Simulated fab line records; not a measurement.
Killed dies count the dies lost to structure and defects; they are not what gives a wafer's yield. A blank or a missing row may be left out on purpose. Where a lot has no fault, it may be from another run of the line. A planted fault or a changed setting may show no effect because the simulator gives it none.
Which tool did it?	flow gf180mcu	11 lots with 33 wafers sampled at 5 steps, on a route of 602 steps

WHAT THE GAUGES READ, wafer by wafer
GF_M2_THK_MEAS_06: measures by xrf.
lot	measured	on	M2_ALCU_THK (nm)
L509	day 19 12:09	filmMetro-01	441 442 436
L513	day 21 00:38	filmMetro-03	440 446 444
L518	day 23 04:43	filmMetro-02	451 452 451
L520	day 23 23:44	filmMetro-02	448 447 443
L521	day 24 13:47	filmMetro-03	455 454 458
L522	day 25 01:09	filmMetro-03	444 445 450
L523	day 25 06:08	filmMetro-02	456 448 449
L524	day 25 09:42	filmMetro-02	445 438 442
L525	day 25 13:02	filmMetro-03	450 450 449
L526	day 25 17:18	filmMetro-01	443 446 448
L528	day 26 10:44	filmMetro-03	456 454 452

GF_V2_THK_MEAS_03.
lot	measured	on	V2_CVD_02_THK (nm)
L509	day 20 14:07	filmMetro-03	850 872 851
L513	day 22 01:01	filmMetro-03	833 847 853
L518	day 24 04:02	filmMetro-01	843 847 864
L520	day 24 22:13	filmMetro-03	841 868 873
L521	day 25 11:45	filmMetro-04	844 848 861
L522	day 25 23:47	filmMetro-01	839 862 852
L523	day 26 04:14	filmMetro-01	857 861 884
L524	day 26 07:26	filmMetro-01	849 870 849
L525	day 26 11:25	filmMetro-01	843 848 852
L526	day 26 14:50	filmMetro-01	849 848 835
L528	day 27 07:55	filmMetro-03	837 836 848

WHICH TOOL RAN EACH LOT (tool, then ch and the chambers of the sampled wafers, then the start)
lot	GF_M2_SOFTBAKE_10	GF_M2_METAL_ETCH_16	GF_M2_STRIP_17
L509	lithoTrack-02 ch 0, day 20 01:10	rieMetal-01 ch 0,1, day 20 13:16	plasmaAsher-01 ch 0,1, day 20 13:23
L513	lithoTrack-03 ch 0, day 21 11:56	rieMetal-01 ch 0,1, day 22 00:07	plasmaAsher-04 ch 0,1, day 22 00:15
L518	lithoTrack-01 ch 0, day 23 15:16	rieMetal-03 ch 0,1, day 24 02:49	plasmaAsher-04 ch 0,1, day 24 02:57
L520	lithoTrack-03 ch 0, day 24 10:26	rieMetal-02 ch 0,1, day 24 21:21	plasmaAsher-04 ch 0,1, day 24 21:29
L521	lithoTrack-03 ch 0, day 25 00:10	rieMetal-01 ch 0,1, day 25 10:52	plasmaAsher-02 ch 0,1, day 25 11:00
L522	lithoTrack-01 ch 0, day 25 11:50	rieMetal-01 ch 0,1, day 25 22:54	plasmaAsher-01 ch 0,1, day 25 23:02
L523	lithoTrack-01 ch 0, day 25 16:41	rieMetal-01 ch 0,1, day 26 03:22	plasmaAsher-01 ch 1, day 26 03:30
L524	lithoTrack-03 ch 0, day 25 20:26	rieMetal-01 ch 0,1, day 26 06:35	plasmaAsher-01 ch 0,1, day 26 06:43
L525	lithoTrack-03 ch 0, day 25 23:49	rieMetal-03 ch 0, day 26 10:33	plasmaAsher-02 ch 0, day 26 10:41
L526	lithoTrack-02 ch 0, day 26 03:37	rieMetal-02 ch 0,1, day 26 13:58	plasmaAsher-04 ch 0,1, day 26 14:06
L528	lithoTrack-02 ch 0, day 26 20:37	rieMetal-01 ch 0,1, day 27 07:03	plasmaAsher-02 ch 0,1, day 27 07:11
- GF_M2_SOFTBAKE_10: time 62.93 s.
- GF_M2_METAL_ETCH_16: etches the open film in Cl2/BCl3, stops on SiO2, target depth 750.8 nm, time 125.1 s.
- GF_M2_STRIP_17: strips in O2/N2.

AS READ BY THE TOOLS THEMSELVES (means over the sampled wafers that have a number; for cases with no such wafer, the mark the record gives instead)
GF_M2_SOFTBAKE_10.
lot	tool	plateSensorTCentreC (C)	plateSensorTEdgeC (C)	softbakeTempC (C)
L509	lithoTrack-02	131.00	131.20	130.21
L513	lithoTrack-03	131.02	131.21	130.19
L518	lithoTrack-01	131.02	131.22	130.11
L520	lithoTrack-03	131.02	131.20	129.89
L521	lithoTrack-03	131.01	131.21	129.93
L522	lithoTrack-01	131.02	131.20	130.09
L523	lithoTrack-01	131.00	131.19	129.80
L524	lithoTrack-03	131.02	131.20	130.00
L525	lithoTrack-03	131.02	131.21	129.88
L526	lithoTrack-02	131.01	131.21	129.82
L528	lithoTrack-02	131.01	131.21	130.11

GF_M2_METAL_ETCH_16.
lot	tool	bcl3FlowSccm (sccm)	biasW (W)	drypumpMotorCurrentA (A)	mfcCl2Sccm (sccm)	oesProductAu (a.u.)	throttleValvePct (%)
L509	rieMetal-01	40.00	140.2	5.43	80.08	0.990	28.215
L513	rieMetal-01	39.96	165.8	5.44	79.80	0.992	28.222
L518	rieMetal-03	39.98	140.1	5.98	80.03	0.993	28.225
L520	rieMetal-02	40.03	140.5	5.65	79.78	0.999	28.215
L521	rieMetal-01	39.94	140.4	5.43	80.33	0.987	28.228
L522	rieMetal-01	39.90	139.8	5.44	80.31	0.991	28.223
L523	rieMetal-01	39.97	139.8	5.41	79.98	0.992	28.227
L524	rieMetal-01	39.99	140.3	5.44	80.00	0.992	28.233
L525	rieMetal-03	39.95	139.9	5.64	79.74	0.996	28.229
L526	rieMetal-02	39.83	140.2	5.44	79.91	0.993	28.221
L528	rieMetal-01	40.10	139.7	5.44	80.11	0.989	28.229

GF_M2_STRIP_17.
lot	tool	drypumpMotorCurrentA (A)	heaterPowerW (W)	oesProductAu (a.u.)	stripTimeToEndpointS (s)
L509	plasmaAsher-01	5.64	376	0.532	7.33
L513	plasmaAsher-04	6.18	379	0.528	7.16
L518	plasmaAsher-04	6.19	381	0.536	7.37
L520	plasmaAsher-04	6.18	379	0.541	7.33
L521	plasmaAsher-02	5.98	313	0.537	7.40
L522	plasmaAsher-01	5.75	392	0.536	7.34
L523	plasmaAsher-01	5.57	373	0.537	7.39
L524	plasmaAsher-01	5.67	382	0.538	7.35
L525	plasmaAsher-02	5.94	312	0.537	7.31
L526	plasmaAsher-04	6.13	358	0.537	7.34
L528	plasmaAsher-02	5.99	315	0.535	7.33

THE ANSWER, worked out from the rows above alone
Rule: the usual values come from the lots themselves. The widest of any qualifying gaps counts: lots, ordered by their means at a reading, are off when they make up no more than a third of the lots, leave a main group of 4 or more, and stand apart from it by 3 or more times the standard deviation of that group's means. A main group is skipped when, at the precision printed for the reading in the tables above, its means are all equal. A lot without any number at a reading at which 4 lots or more have one is off too. The other lots that the step has rows for count as sound. First the gauges in route order, then the tools' own readings, where a lot's mean is used as printed above. At the first step where some lot is off, the reading lying furthest off is the one used; lots without a number count as furthest.
Off: L513 (GF_M2_METAL_ETCH_16, biasW). The main group: mean 140.1 W, standard deviation 0.26.
A tool fits if, at that step or a process step before it, it ran every lot that is off, and no sound lot after the first of them. Of those tried, none fits.

WHAT WAS PUT IN BY THE SIMULATOR
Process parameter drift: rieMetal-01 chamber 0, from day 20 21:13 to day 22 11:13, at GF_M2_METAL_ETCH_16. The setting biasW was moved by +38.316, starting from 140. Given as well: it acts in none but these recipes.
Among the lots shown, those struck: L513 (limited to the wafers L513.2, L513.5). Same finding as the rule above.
